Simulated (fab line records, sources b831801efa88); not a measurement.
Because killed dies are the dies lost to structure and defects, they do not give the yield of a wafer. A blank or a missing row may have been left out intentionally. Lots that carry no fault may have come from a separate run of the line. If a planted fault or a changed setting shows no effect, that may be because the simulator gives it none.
Matching of chambers	flow gf180mcu	GF_V3_ETCH_16 on rie diel-03 has 4 sister chambers
The step etches BARC in N2/H2. 4 wafers are shown with their chamber, then 10 later ones without.

== WAFERS WITH THEIR CHAMBER ==
wafer	chamber	drypump motor current A (A)
L079.3	2	6.2
L086.5	1	5.1
L087.1	0	5.1
L087.2	3	6.0

== WAFERS WITHOUT THEIR CHAMBER ==
wafer	drypump motor current A (A)
L087.3	6.2
L087.4	5.1
L087.5	5.1
L087.6	5.1
L090.1	6.0
L090.5	5.1
L090.6	6.2
L094.3	5.1
L094.4	6.1
L094.5	5.1

== THE CHAMBER EACH PASSED THROUGH ==
wafer	from the rows above	in truth
L087.3	2	2
L087.4	can't be placed: 0 or 1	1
L087.5	can't be placed: 0 or 1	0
L087.6	can't be placed: 0 or 1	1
L090.1	3	3
L090.5	can't be placed: 0 or 1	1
L090.6	2	2
L094.3	can't be placed: 0 or 1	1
L094.4	can't be placed: 3 or 2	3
L094.5	can't be placed: 0 or 1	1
3 of 10 placed correctly. Not placeable from these rows: 7 (in 7, the candidates include the true chamber). Placed wrongly: 0.
How it was worked out, from the rows above alone: a wafer's distance from a chamber is the root of the sum, over the readings, of the square of ((its reading less the chamber's mean) divided by the reading's scatter). The wafer belongs to the nearest chamber; if the next one is less than 2 further off, it can't be placed. A chamber's mean is the mean of its shown wafers. The scatter: with one shown wafer a chamber, the root of the mean of the squares of how far each hidden wafer lies from its nearest shown one.
